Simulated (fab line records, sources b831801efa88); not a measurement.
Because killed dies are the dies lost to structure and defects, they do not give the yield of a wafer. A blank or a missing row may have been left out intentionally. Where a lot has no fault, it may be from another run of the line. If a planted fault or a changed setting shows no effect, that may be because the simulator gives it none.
A lot that was struck, set against a sound lot :: flow sky130 :: 15 out of 708 route steps
Sound: the wafers L411.1, L411.3, L411.6. Struck: wafers L415.2, L415.6 (left out: L415.5, a lot-mate that was not struck); the cause follows at the end.
For every step that has rows: the tool of each side, followed by ch and its chambers, followed by its first start. Under that, the readings that differ: sound wafers :: struck wafers :: difference of the means :: sigmas: that difference in standard deviations of wafers without a fault.
alike: readings with means less than 2 such deviations apart, plus words and numbers identical on both sides. not compared: withheld readings, readings lacking a value on some wafer, bounds such as >300 that could conceal the same value, and numbers that have no deviation in the record and whose values overlap.
The two part at a step that has a row with sigmas, a row that says differs or no value, or rows on one side only. Non-overlapping numbers with no deviation appear without sigmas and do not part them. A reading that every wafer of one side lacks parts them only if that side has two wafers or more.

first, 3 steps without rows for these wafers: SKY_VIA4_STRIP_14 (strips in post etch residue remover, time 1200 s); SKY_VIA4_CLEAN_15 (cleans in IPA, time 180 s); SKY_VIA4_CLEAN_16 (cleans in O3/DIW).
SKY_VIA4_SPUTTER_17: material TiN, target thk 20 nm, time 80 s.
  struck on pvd sputter-03, day 46 17:08; sound on pvd sputter-02, day 45 13:16
  alike: chamber pressure pa, throttle valve pct
then, 1 step without rows for these wafers: SKY_VIA4_CVD_18 (deposits W, target thk 505 nm, time 152.14 s).
SKY_VIA4_RS_MEAS_19: measures by four-point-probe.
  struck on film metro-03, day 46 17:22; sound on film metro-02, day 45 13:29
  alike: VIA4_W_RS
SKY_VIA4_THK_MEAS_20: measures by xrf.
  struck on film metro-03, day 46 17:28; sound on film metro-02, day 45 13:36
reading: VIA4_W_THK (nm)
sound: 484 485 486
struck: 502 502
difference: +17
sigmas: +3
then, 1 step without rows for these wafers: SKY_VIA4_CMP_21 (polishes, stops on SiO2, t overpolish 25 s, target thk 0 nm).
SKY_METAL5_SPUTTER_00: material Ti, target thk 15 nm, time 10 s.
  struck on pvd sputter-02, day 46 17:49; sound on pvd sputter-02, day 45 13:58
  alike: chamber pressure pa, throttle valve pct
SKY_METAL5_SPUTTER_01: material TiN, target thk 20 nm, time 16.7 s.
  struck on pvd sputter-02, day 46 17:50; sound on pvd sputter-02, day 45 13:59
  alike: chamber pressure pa, throttle valve pct
SKY_METAL5_SPUTTER_02: material AlCu, target thk 1150 nm, time 58.66 s.
  struck on pvd sputter-02, day 46 17:52; sound on pvd sputter-02, day 45 14:01
reading: chamber pressure pa (Pa)
sound: 0.4003 0.4020 0.4013
struck: 0.3995 0.3988
difference: -0.0020
sigmas: -2
  alike: throttle valve pct
SKY_METAL5_SPUTTER_03: material Ti, target thk 5 nm, time 3.3 s.
  struck on pvd sputter-02, day 46 17:55; sound on pvd sputter-02, day 45 14:04
  alike: chamber pressure pa, throttle valve pct
SKY_METAL5_SPUTTER_04: material TiN, target thk 70 nm, time 58.3 s.
  struck on pvd sputter-02, day 46 17:56; sound on pvd sputter-02, day 45 14:05
reading: chamber pressure pa (Pa)
sound: 0.4006 0.3988 0.4000
struck: 0.4137 0.4141
difference: +0.0141
sigmas: +18
  alike: throttle valve pct
SKY_METAL5_RS_MEAS_05: measures by four-point-probe.
  struck on film metro-01, day 46 18:00; sound on film metro-01, day 45 14:08
  alike: METAL5_ALCU_RS
-- the record jumps here: 3 days lie between the struck wafers' starts before and after (it left off in module METAL5 and takes up again in module PAD_OPEN, whose first step shown is number 708 of the route) --
SKY_PAD_OPEN_PROBE_99:
  struck on prober-01, day 49 10:19; sound on prober-01, day 48 08:34
  alike: defect limited yield, killed_at_M0_to_M3, killed_at_M4_up, killed at contacts, killed at front end, killed at other, killed dies, killed open, killed short, sort_bin_3_pad_short, sort_bin_5_function, sort_bin_6_memory, sort n pass, sort yield pct

## WHERE THEY PART
First at SKY_VIA4_THK_MEAS_20; last, within this record, at SKY_METAL5_SPUTTER_04. Later steps at which nothing parts them and some readings are alike: SKY_METAL5_RS_MEAS_05, SKY_PAD_OPEN_PROBE_99.

WHY: whatever the simulator had introduced
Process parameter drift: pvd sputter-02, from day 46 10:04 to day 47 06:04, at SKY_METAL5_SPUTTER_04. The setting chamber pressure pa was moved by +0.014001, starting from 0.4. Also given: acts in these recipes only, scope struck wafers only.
